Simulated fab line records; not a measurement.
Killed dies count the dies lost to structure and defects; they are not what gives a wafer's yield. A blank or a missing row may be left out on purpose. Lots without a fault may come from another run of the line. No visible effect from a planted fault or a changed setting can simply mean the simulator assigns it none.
Matching of chambers -- flow gf180mcu -- GF_POLY_GATE_ETCH_13 on rieSi-01: 4 sister chambers
The step etches poly-Si in HBr/Cl2, stops on SiO2, target depth 198.5 nm, time 69.6 s. 4 wafers are shown with their chamber, then 10 later ones without.

## WAFERS, EACH WITH ITS CHAMBER
wafer,chamber,drypumpMotorCurrentA (A)
L888.1,3,5.9
L893.5,2,5.2
L895.1,0,4.9
L895.2,1,5.7

## WAFERS WITH NO CHAMBER GIVEN
wafer,drypumpMotorCurrentA (A)
L895.6,5.9
L896.2,5.9
L896.3,5.7
L896.6,5.6
L897.3,5.2
L897.5,5.8
L897.6,5.2
L898.1,5.6
L898.4,5.6
L898.5,5.9

## CHAMBER TAKEN BY EACH
wafer,from the rows above,in truth
L895.6,3,3
L896.2,3,3
L896.3,1,1
L896.6,1,1
L897.3,2,2
L897.5,can't be placed: 1 or 3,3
L897.6,2,2
L898.1,1,1
L898.4,1,1
L898.5,3,3
Correct placement for 9 of the 10. Not placeable from these rows: 1 (in 1, the candidates include the true chamber). Placed wrongly: 0.
How it was worked out, from the rows above alone: a wafer's distance from a chamber is the root of the sum, over the readings, of the square of ((its reading less the chamber's mean) divided by the reading's scatter). If the next closest chamber is less than 2 further off than the closest, the wafer can't be placed; otherwise it belongs to the closest. A chamber's mean is the mean of its shown wafers. The scatter: with one shown wafer a chamber, the root of the mean of the squares of how far each hidden wafer lies from its nearest shown one.
